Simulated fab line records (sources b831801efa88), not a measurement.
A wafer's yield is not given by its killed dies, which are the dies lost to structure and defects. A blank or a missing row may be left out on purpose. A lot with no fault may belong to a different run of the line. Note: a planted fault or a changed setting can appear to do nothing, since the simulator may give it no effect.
Comparing a struck lot with a sound one | flow sky130 | 43 out of 708 route steps
Sound: wafers L263.3, L263.4, L263.5. Wafers L274.2, L274.3, L274.4 were the ones struck. Last of all comes the cause.
Per side, at each step with rows, come the tool, then ch with its chambers, and then its first start. Under that, the readings that differ: sound wafers | struck wafers | difference of the means | sigmas: that difference in standard deviations of wafers without a fault.
alike: readings with means less than 2 such deviations apart, plus words and numbers identical on both sides. not compared: withheld readings, readings lacking a value on some wafer, bounds such as >300 that could conceal the same value, and numbers that have no deviation in the record and whose values overlap.
Wherever a step has rows on one side only, a row that says differs or no value, or a row with sigmas, the two part there. Numbers that have no deviation but don't overlap get no sigmas and don't part them. Lack of a reading on every wafer of one side parts them only where that side has two or more wafers.

SKY_METAL5_SPUTTER_04: material TiN, target thk 70 nm, time 58.3 s.
  sound on pvdSputter-02, day 43 14:25; struck on pvdSputter-01, day 46 20:29
  alike: throttleValvePct
SKY_METAL5_RS_MEAS_05: a four-point-probe measurement.
  sound on filmMetro-04, day 43 14:31; struck on filmMetro-02, day 46 20:34
  alike: METAL5_ALCU_RS
SKY_METAL5_THK_MEAS_06: measures by xrf.
  sound on filmMetro-04, day 43 14:37; struck on filmMetro-02, day 46 20:40
  alike: METAL5_ALCU_THK
then, 7 steps without rows for these wafers: SKY_METAL5_DEHYDRATE_07 (time 60 s); SKY_METAL5_HMDS_08 (prime time 60 s); SKY_METAL5_COAT_09 (resist thk 1800 nm); SKY_METAL5_SOFTBAKE_10 (time 60 s); SKY_METAL5_EXPOSE_11 (exposes mask MM5, target cd 1600 nm); SKY_METAL5_PEB_12; SKY_METAL5_DEVELOP_13 (develop time 60 s).
SKY_METAL5_DESCUM_14: chemistry O2, time 11 s.
  sound on rieMetal-02 ch 0,1, day 44 12:16; struck on rieMetal-01 ch 0,1, day 47 16:25
reading             | sound             | struck            | difference | sigmas
oesProductAu (a.u.) | 1.001 1.013 1.011 | 0.983 0.996 0.988 | -0.019     | -2
  alike: drypumpMotorCurrentA, tempC
  not compared: rfHoursCounterH
SKY_METAL5_METAL_ETCH_15: etches the open film in Cl2/BCl3, stops on SiO2, target depth 1260 nm, time 252 s.
  sound on rieMetal-02 ch 0,1, day 44 12:22; struck on rieMetal-01 ch 0,1, day 47 16:27
  alike: drypumpMotorCurrentA, oesProductAu, throttleValvePct
  not compared: rfHoursCounterH
SKY_METAL5_STRIP_16: strips in O2/N2.
  sound on plasmaAsher-03 ch 0,1, day 44 12:34; struck on plasmaAsher-02 ch 0,1, day 47 16:41
  alike: drypumpMotorCurrentA, oesProductAu, stripTimeToEndpointS
  not compared: rfHoursCounterH
then, 4 steps without rows for these wafers: SKY_METAL5_STRIP_17 (strips in post etch residue remover, time 1200 s); SKY_METAL5_CLEAN_18 (cleans in IPA, time 180 s); SKY_METAL5_CLEAN_19 (cleans in O3/DIW); SKY_PASSIVATION_CVD_00 (deposits SiO2, target thk 90 nm).
SKY_PASSIVATION_THK_MEAS_01:
  sound on filmMetro-02, day 44 13:10; struck on filmMetro-02, day 47 17:20
  alike: PASSIVATION_CVD_00_THK
then, 1 step without rows for these wafers: SKY_PASSIVATION_CVD_02 (deposits Si3N4, target thk 540 nm).
SKY_PASSIVATION_THK_MEAS_03:
  sound on filmMetro-03, day 44 13:27; struck on filmMetro-03, day 47 17:37
  alike: PASSIVATION_CVD_02_THK
then, 7 steps without rows for these wafers: SKY_PASSIVATION_DEHYDRATE_04 (time 60 s); SKY_PASSIVATION_HMDS_05 (prime time 60 s); SKY_PASSIVATION_COAT_06 (resist thk 3000 nm); SKY_PASSIVATION_SOFTBAKE_07; SKY_PASSIVATION_EXPOSE_08 (exposes mask NSM, target cd 3000 nm); SKY_PASSIVATION_PEB_09; SKY_PASSIVATION_DEVELOP_10 (develop time 60 s).
SKY_PASSIVATION_ETCH_11: etches the open film in CF4/O2, stops on AlCu, target depth 725 nm, time 161.1 s.
  sound on rieDiel-04 ch 0,2, day 45 11:12; struck on rieDiel-01 ch 1,3, day 48 13:25
  alike: drypumpMotorCurrentA, oesProductAu, throttleValvePct
  not compared: rfHoursCounterH
then, 8 steps without rows for these wafers: SKY_PASSIVATION_STRIP_12 (strips in O2/N2); SKY_PAD_OPEN_DEHYDRATE_00 (time 60 s); SKY_PAD_OPEN_HMDS_01 (prime time 60 s); SKY_PAD_OPEN_COAT_02 (resist thk 3000 nm); SKY_PAD_OPEN_SOFTBAKE_03; SKY_PAD_OPEN_EXPOSE_04 (exposes mask PDM, target cd 60000 nm); SKY_PAD_OPEN_PEB_05; SKY_PAD_OPEN_DEVELOP_06 (develop time 60 s).
SKY_PAD_OPEN_ETCH_07: etches the open film in CF4/O2, stops on AlCu, target depth 725 nm, time 161.1 s.
  sound on rieDiel-03 ch 1,3, day 46 07:58; struck on rieDiel-03 ch 0,2,3, day 49 08:22
  alike: drypumpMotorCurrentA, oesProductAu, throttleValvePct
  not compared: rfHoursCounterH
then, 5 steps without rows for these wafers: SKY_PAD_OPEN_STRIP_08 (strips in O2/N2); SKY_PAD_OPEN_STRIP_09 (strips in post etch residue remover, time 1200 s); SKY_PAD_OPEN_CLEAN_10 (cleans in IPA, time 180 s); SKY_PAD_OPEN_CLEAN_11 (cleans in O3/DIW); SKY_PAD_OPEN_ANNEAL_12.
SKY_PAD_OPEN_PROBE_99:
  the record has rows for the struck wafers here (prober-02, day 49 10:50) and none for the sound ones

== WHERE THEY PART ==
Earliest at SKY_METAL5_DESCUM_14; latest, in this record, at SKY_PAD_OPEN_PROBE_99.

WHY: the cause the simulator had injected
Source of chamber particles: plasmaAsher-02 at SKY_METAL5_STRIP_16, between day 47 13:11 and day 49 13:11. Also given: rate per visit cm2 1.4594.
